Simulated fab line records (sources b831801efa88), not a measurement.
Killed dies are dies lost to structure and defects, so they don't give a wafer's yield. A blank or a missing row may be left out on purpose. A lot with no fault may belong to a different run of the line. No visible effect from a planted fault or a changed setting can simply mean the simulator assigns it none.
One fault seen from 2 desks -- flow gf180mcu -- each desk has only its own numbers; what lay behind them comes last

== FROM THE METROLOGY DESK ==
What the gauges read for every lot (on any tool): the sampled wafers with a number, averaged. A lot is out of limits, marked OUT, if its mean lies more than 4 standard deviations from the usual mean; the brackets give that distance.
Columns: A = cdNm at GF_HV_LDD_CD_MEAS_31, usual 400.3 nm; B = HV_LDD_02_OVL at GF_HV_LDD_OVL_MEAS_32, usual -1.4 nm
lot,first seen here,A,B
L399,day 14 09:09,401.1,-0.2
L400,day 14 20:39,400.8,-1.0
L401,day 15 03:05,402.8,-0.3
L402,day 15 07:37,402.6,-0.9
L409,day 17 20:32,398.2,-1.4
L411,day 18 07:06,400.8,1.7
This desk's verdict: no lot among the 6 shows anything out of limits.

== TOOL OWNER'S DESK, implanter-01 ==
For each lot that ran on this tool, the mean over its sampled wafers that have a number, from the tool's own readings at GF_HV_LDD_IMPLANT_36. A lot is out of limits, marked OUT, if its mean lies more than 4 standard deviations from the usual mean; the brackets give that distance.
Columns: A = doseIonsCm2 at GF_HV_LDD_IMPLANT_36, usual 7.499e+12; B = faradayCurrentUA at GF_HV_LDD_IMPLANT_36, usual 42.4
lot,first seen here,A,B
L399,day 14 09:46,6.847e+12 (-80) OUT,38.4 (-5.9) OUT
L401,day 15 03:41,6.838e+12 (-82) OUT,39.0 (-5.0) OUT
L409,day 17 21:08,7.488e+12,42.4
This desk's verdict: out of limits on L399, L401, starting with L399 at day 14 09:46 (doseIonsCm2 at GF_HV_LDD_IMPLANT_36). L409 stayed within limits.

== ALL TOGETHER ==
The tool owner's desk could have raised an alarm at day 14 09:46, on L399, L401.
At the metrology desk, nothing out of limits was observed.
The metrology desk has L399, L401 on record, within its limits.
The lots listed all ran GF_HV_LDD_IMPLANT_36 on implanter-01.

== WHAT THE SIMULATOR PUT IN ==
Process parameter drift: implanter-01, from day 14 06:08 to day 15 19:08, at GF_HV_LDD_IMPLANT_36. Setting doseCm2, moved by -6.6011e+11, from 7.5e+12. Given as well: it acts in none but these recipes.
Struck lots among those shown: L399, L401.
Time in hours from fault onset to the first out-of-limits reading at each desk: the tool owner's desk, 4.
